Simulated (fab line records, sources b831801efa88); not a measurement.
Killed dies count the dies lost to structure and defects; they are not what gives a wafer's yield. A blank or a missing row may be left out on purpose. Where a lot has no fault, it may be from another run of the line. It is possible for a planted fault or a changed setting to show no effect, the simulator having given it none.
A single fault, viewed from 2 desks -- flow gf180mcu -- only its own numbers are on each desk; what lay behind them is given at the end

## TOOL OWNER'S DESK, pecvd-04
The tool's own readings at GF_V5_CVD_02 (deposits SiO2 from TEOS, target thk 1450 nm, time 163.28 s): means of the sampled wafers that have a number, for each lot that ran on this tool. A lot is out of limits, marked OUT, if its mean lies more than 4 standard deviations from the usual mean; the brackets give that distance.
Columns: A = heater-power-w at GF_V5_CVD_02, usual 681 W; B = rf-fwd-power-W at GF_V5_CVD_02, usual 597.2 W
lot,first seen here,A,B
L770,day 28 05:25,707,597.1
L772,day 28 23:19,648,597.1
L780,day 31 02:35,744,517.9 (-38) OUT
L782,day 31 15:19,672,516.7 (-38) OUT
This desk finds L780, L782 out of limits, L780 being first, at day 31 02:35 (rf-fwd-power-W at GF_V5_CVD_02). L770, L772: within limits.

## FROM THE METROLOGY DESK
What the gauges read, lot by lot, whatever tool the lot ran on: means of the sampled wafers that have a number. A lot is out of limits, marked OUT, if its mean lies more than 4 standard deviations from the usual mean; the brackets give that distance.
Columns: A = V5_CVD_02_THK at GF_V5_THK_MEAS_03, usual 1444 nm; B = cd-nm at GF_V5_CD_MEAS_14, usual 260.3 nm
lot,first seen here,A,B
L767,day 27 03:30,1460,258.9
L769,day 27 23:04,1476,259.8
L770,day 28 05:32,1428,259.8
L771,day 28 15:51,1434,259.8
L772,day 28 23:25,1431,258.7
L775,day 29 20:40,1434,261.9
L776,day 30 03:58,1476,261.0
L780,day 31 02:42,1361,260.4
L782,day 31 15:25,1358,259.6
L786,day 32 11:21,1415,259.7
L787,day 32 15:03,1454,258.7
L788,day 33 03:12,1431,260.2
L789,day 33 08:44,1476,260.2
Result from this desk: across the 13 lots, nothing is out of limits.

## TAKEN TOGETHER
An alarm could have come from the tool owner's desk at day 31 02:35, on L780, L782.
At the metrology desk, nothing out of limits was observed.
The metrology desk holds a record of L780, L782, inside its limits.
GF_V5_CVD_02 was run on pecvd-04 by each of the lots named.

## WHAT THE SIMULATOR HAD PUT IN
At GF_V5_CVD_02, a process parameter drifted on pecvd-04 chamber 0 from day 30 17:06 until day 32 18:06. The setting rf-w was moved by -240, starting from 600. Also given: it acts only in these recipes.
Struck lots among those shown: L780, L782.
Time in hours from fault onset to the first out-of-limits reading at each desk: the tool owner's desk, 9.
